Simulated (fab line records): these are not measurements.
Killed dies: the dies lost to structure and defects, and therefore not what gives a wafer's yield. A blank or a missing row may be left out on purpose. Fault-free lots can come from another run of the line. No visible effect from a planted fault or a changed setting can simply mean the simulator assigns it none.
Comparing a struck lot with a sound one | flow sky130 | 43 out of 708 route steps
Sound: the wafers L962.2, L962.3, L962.4. Wafers struck: L973.3, L973.4. The cause comes at the end.
Each step with rows lists, per side, the tool, then ch with its chambers, then its first start. Under that, the readings that differ: sound wafers | struck wafers | difference of the means | sigmas: that difference in standard deviations of wafers without a fault.
alike: same words and numbers on both sides, and readings whose means sit less than 2 such deviations apart. not compared: any withheld reading, any reading some wafer has no value for, any bound like >300 that may hide the same value, and any number with overlapping values for which the record gives no deviation.
The two part at a step that has a row with sigmas, a row that says differs or no value, or rows on one side only. Numbers that don't overlap but have no deviation are shown without sigmas and don't part them. A reading that every wafer of one side lacks parts them only if that side has two wafers or more.

first, 1 step without rows for these wafers: SKY_VIA4_DEVELOP_10 (develop time 60 s).
SKY_VIA4_OVL_MEAS_11:
  sound: overlay-01 at day 43 08:23; struck: overlay-01 at day 46 09:20
  alike: VIA4_OVL
then, 1 step without rows for these wafers: SKY_VIA4_ETCH_12 (etches SiO2 in C4F8/O2/Ar, stops on TiN, target depth 580 nm).
SKY_VIA4_STRIP_13: strips in O2/N2.
  sound on plasma-asher-04 ch 0,1, day 43 08:29; struck on plasma-asher-04 ch 0,1, day 46 09:28
  alike: drypump-motor-current-A, oes-product-au, strip-time-to-endpoint-s
  not compared: rf-hours-counter-h
then, 5 steps without rows for these wafers: SKY_VIA4_STRIP_14 (strips in post etch residue remover, time 1200 s); SKY_VIA4_CLEAN_15 (cleans in IPA, time 180 s); SKY_VIA4_CLEAN_16 (cleans in O3/DIW); SKY_VIA4_SPUTTER_17 (material TiN, target thk 20 nm, time 80 s); SKY_VIA4_CVD_18 (deposits W, target thk 505 nm, time 152.14 s).
SKY_VIA4_RS_MEAS_19: measures by four-point-probe.
  sound: film-metro-03 at day 43 09:21; struck: film-metro-04 at day 46 10:19
  alike: VIA4_W_RS
SKY_VIA4_THK_MEAS_20: measures by xrf.
  sound: film-metro-03 at day 43 09:28; struck: film-metro-04 at day 46 10:25
  alike: VIA4_W_THK
then, 1 step without rows for these wafers: SKY_VIA4_CMP_21 (polishes, stops on SiO2, t overpolish 25 s, target thk 0 nm).
SKY_METAL5_SPUTTER_00: material Ti, target thk 15 nm, time 10 s.
  sound: pvd-sputter-01 at day 43 09:49; struck: pvd-sputter-04 at day 46 10:46
  reading                                   | sound             | struck      | difference | sigmas
  model.Ti_of_METAL5_SPUTTER_00.thk-nm (nm) | 14.69 14.69 14.77 | 19.51 19.51 | +4.79      |
  alike: throttle-valve-pct
SKY_METAL5_SPUTTER_01: material TiN, target thk 20 nm, time 16.7 s.
  sound: pvd-sputter-01 at day 43 09:50; struck: pvd-sputter-04 at day 46 10:47
  alike: throttle-valve-pct
then, 1 step without rows for these wafers: SKY_METAL5_SPUTTER_02 (material AlCu, target thk 1150 nm, time 61.2 s).
SKY_METAL5_SPUTTER_03: material Ti, target thk 5 nm, time 3.3 s.
  sound: pvd-sputter-01 at day 43 09:55; struck: pvd-sputter-04 at day 46 10:52
  alike: throttle-valve-pct
SKY_METAL5_SPUTTER_04: material TiN, target thk 70 nm, time 58.3 s.
  sound: pvd-sputter-01 at day 43 09:55; struck: pvd-sputter-04 at day 46 10:53
  alike: throttle-valve-pct
SKY_METAL5_RS_MEAS_05: measures by four-point-probe.
  sound: film-metro-02 at day 43 09:59; struck: film-metro-02 at day 46 10:58
  alike: METAL5_ALCU_RS
SKY_METAL5_THK_MEAS_06: measures by xrf.
  sound: film-metro-02 at day 43 10:06; struck: film-metro-02 at day 46 11:04
  alike: METAL5_ALCU_THK
then, 9 steps without rows for these wafers: SKY_METAL5_DEHYDRATE_07 (time 60 s); SKY_METAL5_HMDS_08 (prime time 60 s); SKY_METAL5_COAT_09 (resist thk 1800 nm); SKY_METAL5_SOFTBAKE_10 (time 60 s); SKY_METAL5_EXPOSE_11 (exposes mask MM5, target cd 1600 nm); SKY_METAL5_PEB_12; SKY_METAL5_DEVELOP_13 (develop time 60 s); SKY_METAL5_DESCUM_14 (chemistry O2, time 11 s); SKY_METAL5_METAL_ETCH_15 (etches the open film in Cl2/BCl3, stops on SiO2, target depth 1260 nm, time 252 s).
SKY_METAL5_STRIP_16: strips in O2/N2.
  sound on plasma-asher-04 ch 0,1, day 44 09:09; struck on plasma-asher-01 ch 0,1, day 47 07:29
  alike: drypump-motor-current-A, oes-product-au, strip-time-to-endpoint-s
  not compared: rf-hours-counter-h
then, 4 steps without rows for these wafers: SKY_METAL5_STRIP_17 (strips in post etch residue remover, time 1200 s); SKY_METAL5_CLEAN_18 (cleans in IPA, time 180 s); SKY_METAL5_CLEAN_19 (cleans in O3/DIW); SKY_PASSIVATION_CVD_00 (deposits SiO2, target thk 90 nm).
SKY_PASSIVATION_THK_MEAS_01:
  sound: film-metro-02 at day 44 09:46; struck: film-metro-01 at day 47 08:06
  alike: PASSIVATION_CVD_00_THK
then, 1 step without rows for these wafers: SKY_PASSIVATION_CVD_02 (deposits Si3N4, target thk 540 nm).
SKY_PASSIVATION_THK_MEAS_03:
  sound: film-metro-04 at day 44 10:04; struck: film-metro-02 at day 47 08:23
  alike: PASSIVATION_CVD_02_THK
then, 6 steps without rows for these wafers: SKY_PASSIVATION_DEHYDRATE_04 (time 60 s); SKY_PASSIVATION_HMDS_05 (prime time 60 s); SKY_PASSIVATION_COAT_06 (resist thk 3000 nm); SKY_PASSIVATION_SOFTBAKE_07; SKY_PASSIVATION_EXPOSE_08 (exposes mask NSM, target cd 3000 nm); SKY_PASSIVATION_PEB_09.
SKY_PAD_OPEN_PROBE_99:
  only the struck wafers here have rows in the record (prober-01, day 49 01:40); the sound ones have none

## WHERE THEY PART
Only at SKY_PAD_OPEN_PROBE_99, as far as this record shows.

WHY: whatever the simulator had introduced
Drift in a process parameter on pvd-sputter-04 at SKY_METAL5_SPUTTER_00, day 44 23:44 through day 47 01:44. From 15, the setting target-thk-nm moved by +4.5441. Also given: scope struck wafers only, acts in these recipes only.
